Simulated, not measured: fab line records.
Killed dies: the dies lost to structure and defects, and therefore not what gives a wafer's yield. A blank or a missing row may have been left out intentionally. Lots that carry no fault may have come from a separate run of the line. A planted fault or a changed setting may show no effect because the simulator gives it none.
What tool caused it? -- flow sky130 -- Sampling: 11 lots, 30 wafers, 7 of 708 route steps

## WHAT THE GAUGES READ, wafer by wafer
SKY_CONTACT_RS_MEAS_25: measures by four-point-probe.
lot,measured,on,CONTACT_W_RS (ohm/sq)
L672,day 32 01:28,film_metro-04,0.341 0.337 0.337
L674,day 33 01:56,film_metro-04,0.331 0.337 0.331
L675,day 33 06:53,film_metro-01,0.341 0.340 0.332
L677,day 34 00:25,film_metro-03,0.335 0.335 0.342
L678,day 34 01:41,film_metro-01,0.324 0.332 0.333
L681,day 35 13:05,film_metro-03,0.346 0.553 0.346 0.552
L684,day 35 22:14,film_metro-04,0.343 0.537 0.343 0.537
L682,day 35 22:50,film_metro-04,0.334 0.537 0.334 0.537
L688,day 37 02:48,film_metro-03,0.327 0.332 0.329
L693,day 38 17:02,film_metro-01,0.335 0.337 0.338
L694,day 38 19:24,film_metro-03,0.332 0.328 0.336

SKY_CONTACT_THK_MEAS_26: measures by xrf.
lot,measured,on,CONTACT_W_THK (nm)
L672,day 32 01:35,film_metro-04,337 341 340
L674,day 33 02:02,film_metro-04,347 341 350
L675,day 33 07:00,film_metro-01,336 337 345
L677,day 34 00:31,film_metro-03,346 346 342
L678,day 34 01:47,film_metro-01,356 342 345
L681,day 35 18:14,film_metro-03,337 210 334 211
L684,day 36 02:53,film_metro-04,335 214 335 215
L682,day 36 02:38,film_metro-04,343 215 343 215
L688,day 37 02:55,film_metro-03,358 351 358
L693,day 38 17:08,film_metro-01,342 339 338
L694,day 38 19:31,film_metro-03,352 355 348

SKY_METAL1_RS_MEAS_05: measures by four-point-probe.
lot,measured,on,METAL1_ALCU_RS (ohm/sq)
L672,day 32 02:05,film_metro-02,0.1272 0.1273 0.1287
L674,day 33 02:33,film_metro-02,0.1272 0.1270 0.1270
L675,day 33 07:31,film_metro-04,0.1273 0.1270 0.1248
L677,day 34 01:02,film_metro-02,0.1249 0.1261 0.1266
L678,day 34 02:18,film_metro-04,0.1257 0.1265 0.1268
L681,day 35 22:32,film_metro-04,0.1267 0.1259
L684,day 36 07:09,film_metro-02,0.1274 0.1277
L682,day 36 05:04,film_metro-03,0.1256 0.1242
L688,day 37 03:49,film_metro-04,0.1239 0.1239 0.1250
L693,day 38 17:39,film_metro-02,0.1277 0.1276 0.1259
L694,day 38 20:13,film_metro-04,0.1255 0.1276 0.1261

## EACH LOT AND THE TOOL THAT RAN IT (in order: tool; ch and the chambers of the sampled wafers; start)
lot,SKY_CONTACT_SPUTTER_23,SKY_CONTACT_CVD_24,SKY_CONTACT_CMP_27,SKY_METAL1_SPUTTER_02
L672,"pvd_sputter-01, day 32 01:18","cvd_w-02 ch 1, day 32 01:22","cmp-01 ch 0,3, day 32 01:39","pvd_sputter-04, day 32 02:00"
L674,"pvd_sputter-01, day 33 01:43","cvd_w-01 ch 0,1, day 33 01:49","cmp-01 ch 0,3, day 33 02:04","pvd_sputter-04, day 33 02:25"
L675,"pvd_sputter-01, day 33 06:41","cvd_w-02 ch 0,1, day 33 06:46","cmp-01 ch 2,3, day 33 07:06","pvd_sputter-03, day 33 07:24"
L677,"pvd_sputter-02, day 34 00:13","cvd_w-02 ch 0,1, day 34 00:17","cmp-01 ch 0,1,3, day 34 00:34","pvd_sputter-03, day 34 00:55"
L678,"pvd_sputter-02, day 34 01:28","cvd_w-01 ch 0,1, day 34 01:34","cmp-02 ch 0,1,2, day 34 01:52","pvd_sputter-04, day 34 02:10"
L681,"pvd_sputter-03, day 35 12:53","cvd_w-02 ch 0,1, day 35 12:57","cmp-02 ch 3, day 35 22:08","pvd_sputter-04, day 35 22:25"
L684,"pvd_sputter-03, day 35 22:04","cvd_w-02 ch 0,1, day 35 22:07","cmp-01 ch 2,3, day 36 06:50","pvd_sputter-04, day 36 07:03"
L682,"pvd_sputter-03, day 35 22:38","cvd_w-02 ch 0, day 35 22:42","cmp-01 ch 0,3, day 36 04:43","pvd_sputter-04, day 36 04:57"
L688,"pvd_sputter-01, day 37 02:38","cvd_w-01 ch 0,1, day 37 02:41","cmp-01 ch 1,2, day 37 03:23","pvd_sputter-02, day 37 03:44"
L693,"pvd_sputter-03, day 38 16:50","cvd_w-01 ch 0,1, day 38 16:54","cmp-01 ch 1,2,3, day 38 17:14","pvd_sputter-04, day 38 17:32"
L694,"pvd_sputter-03, day 38 19:08","cvd_w-01 ch 0,1, day 38 19:16","cmp-01 ch 0,1,2, day 38 19:51","pvd_sputter-02, day 38 20:06"
- SKY_CONTACT_SPUTTER_23: material TiN, target thk 20 nm, time 80 s.
- SKY_CONTACT_CVD_24: deposits W, target thk 340 nm, time 102.12 s.
- SKY_CONTACT_CMP_27: polishes, stops on SiO2, t overpolish 15 s, target thk 0 nm.
- SKY_METAL1_SPUTTER_02: material AlCu, target thk 250 nm, time 13.3 s.

## AS READ BY THE TOOLS THEMSELVES (means over the sampled wafers that have a number; for cases with no such wafer, the mark the record gives instead)
SKY_CONTACT_SPUTTER_23.
lot,tool,throttle_valve_pct (%)
L672,pvd_sputter-01,29.2
L674,pvd_sputter-01,29.3
L675,pvd_sputter-01,30.0
L677,pvd_sputter-02,30.1
L678,pvd_sputter-02,29.9
L681,pvd_sputter-03,29.3
L684,pvd_sputter-03,29.7
L682,pvd_sputter-03,30.1
L688,pvd_sputter-01,30.0
L693,pvd_sputter-03,30.0
L694,pvd_sputter-03,30.6

SKY_CONTACT_CVD_24.
lot,tool,heater_power_w (W)
L672,cvd_w-02,799
L674,cvd_w-01,767
L675,cvd_w-02,868
L677,cvd_w-02,870
L678,cvd_w-01,777
L681,cvd_w-02,854
L684,cvd_w-02,854
L682,cvd_w-02,909
L688,cvd_w-01,782
L693,cvd_w-01,781
L694,cvd_w-01,775

SKY_CONTACT_CMP_27.
lot,tool,motor_current_A (A),time_to_endpoint_s (s)
L672,cmp-01,12.0,83
L674,cmp-01,11.7,84
L675,cmp-01,12.2,87
L677,cmp-01,11.8,82
L678,cmp-02,10.4,84
L681,cmp-02,12.6,64
L684,cmp-01,12.8,65
L682,cmp-01,11.9,63
L688,cmp-01,12.3,82
L693,cmp-01,12.5,80
L694,cmp-01,12.0,81

SKY_METAL1_SPUTTER_02.
lot,tool,throttle_valve_pct (%)
L672,pvd_sputter-04,30.5
L674,pvd_sputter-04,30.6
L675,pvd_sputter-03,30.7
L677,pvd_sputter-03,29.9
L678,pvd_sputter-04,29.5
L681,pvd_sputter-04,31.3
L684,pvd_sputter-04,31.5
L682,pvd_sputter-04,28.6
L688,pvd_sputter-02,30.3
L693,pvd_sputter-04,29.5
L694,pvd_sputter-02,30.9

## THE ANSWER, worked out from the rows above alone
Rule: what is usual is taken from the lots themselves. Put in order of their means at a reading, lots are off if they are a third of the lots or fewer, leave a main group of 4 or more, and stand apart from it by a gap of 3 or more times the standard deviation of the main group's means; of several such gaps the widest counts. If all means in a main group match to the digits the tables above print for the reading, that group is not used. Also off: a lot with no number at a reading for which 4 or more lots have one. Where the step has rows for the other lots, those lots are counted as sound. Order of review: gauges by route order, followed by the tools' own readings, for which a lot's mean as printed above is used. At the first step where some lot is off, the reading lying furthest off is the one used; lots without a number count as furthest.
Off: at SKY_CONTACT_RS_MEAS_25 (CONTACT_W_RS), L681, L684, L682. Mean 0.334 ohm/sq and standard deviation 0.0035 in the main group.
If a tool, at a process step before that reading, ran all the lots that are off and no sound lot after the first of them, it fits. The gauges at SKY_CONTACT_RS_MEAS_25 aren't tried: what is off there is off at SKY_CONTACT_CMP_27 too, on other tools, and a gauge's error can't cause that. One candidate fits, namely cvd_w-02 at SKY_CONTACT_CVD_24. Its last sound lot is L677 (day 34 00:17), its first lot that is off L681 (day 35 12:57): a fault that began between those two fits.

## WHAT HAD BEEN PUT IN BY THE SIMULATOR
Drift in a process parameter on cvd_w-02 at SKY_CONTACT_CVD_24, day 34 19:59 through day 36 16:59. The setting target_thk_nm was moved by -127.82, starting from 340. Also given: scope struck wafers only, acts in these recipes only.
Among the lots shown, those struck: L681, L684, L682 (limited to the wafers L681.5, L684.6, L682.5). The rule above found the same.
